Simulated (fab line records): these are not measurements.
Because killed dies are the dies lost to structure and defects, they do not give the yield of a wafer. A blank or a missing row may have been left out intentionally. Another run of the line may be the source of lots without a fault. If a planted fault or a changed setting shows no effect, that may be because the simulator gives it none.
Comparing a struck lot with a sound one + flow gf180mcu + 14 steps out of a route of 602
Sound: the wafers L921.2, L921.5, L921.6. Wafers struck: L915.2, L915.3, L915.4. The cause is given at the end.
Order at every step that has rows: each side's tool, ch and its chambers, its first start. Under that, the readings that differ: sound wafers + struck wafers + difference of the means + sigmas: that difference in standard deviations of wafers without a fault.
alike: readings with means less than 2 such deviations apart, plus words and numbers identical on both sides. not compared: withheld readings, readings lacking a value on some wafer, bounds such as >300 that could conceal the same value, and numbers that have no deviation in the record and whose values overlap.
Wherever a step has rows on one side only, a row that says differs or no value, or a row with sigmas, the two part there. Numbers that don't overlap but have no deviation are shown without sigmas and don't part them. Lack of a reading on every wafer of one side parts them only where that side has two or more wafers.

first, 1 step without rows for these wafers: GF_MVPSD_DEVELOP_06 (develop time 60 s).
GF_MVPSD_OVL_MEAS_07:
  sound on overlay-02, day 9 05:18; struck on overlay-02, day 7 20:23
  alike: MVPSD_OVL
then, 2 steps without rows for these wafers: GF_MVPSD_IMPLANT_08; GF_MVPSD_IMPLANT_09.
GF_MVPSD_STRIP_10: strips in O2/N2.
  sound on plasma asher-01 ch 0,1, day 9 05:38; struck on plasma asher-01 ch 0,1, day 7 20:43
  alike: drypump motor current A, heater power w, o2 flow sccm, oes product au, strip time to endpoint s
  not compared: rf hours counter h
GF_MVPSD_TW_MEAS_11:
  sound on film metro-03, day 9 05:44; struck on film metro-04, day 7 20:49
| reading  | sound       | struck      | difference | sigmas |
|----------|-------------|-------------|------------|--------|
| MVPSD_TW | 541 544 542 | 557 563 559 | +17        | +3     |
then, 6 steps without rows for these wafers: GF_VT_IMPLANT_DEHYDRATE_00 (time 60 s); GF_VT_IMPLANT_HMDS_01 (prime time 60 s); GF_VT_IMPLANT_COAT_02 (resist thk 1000 nm); GF_VT_IMPLANT_SOFTBAKE_03 (time 60 s); GF_VT_IMPLANT_EXPOSE_04 (exposes mask LVPWELL LV AREA, target cd 600 nm); GF_VT_IMPLANT_PEB_05.
GF_VT_IMPLANT_DEVELOP_06: develop time 60 s.
  struck on litho track-02, day 8 12:38; sound on litho track-02 ch 0, day 9 22:56
  no value came back on the struck wafers for chill plate temp C (C), develop time s (s), developer temp C (C); on the sound wafers chill plate temp C (C) reads 23.06 23.05 23.06
GF_VT_IMPLANT_OVL_MEAS_07:
  sound on overlay-01, day 9 23:04; struck on overlay-01, day 8 12:46
| reading             | sound         | struck | difference                    | sigmas |
|---------------------|---------------|--------|-------------------------------|--------|
| VT_IMPLANT_OVL (nm) | -0.8 -1.5 0.9 | - - -  | no value on the struck wafers |        |

WHERE THEY PART
First at GF_MVPSD_TW_MEAS_11; last, within this record, at GF_VT_IMPLANT_OVL_MEAS_07.

WHY: what had been put in by the simulator
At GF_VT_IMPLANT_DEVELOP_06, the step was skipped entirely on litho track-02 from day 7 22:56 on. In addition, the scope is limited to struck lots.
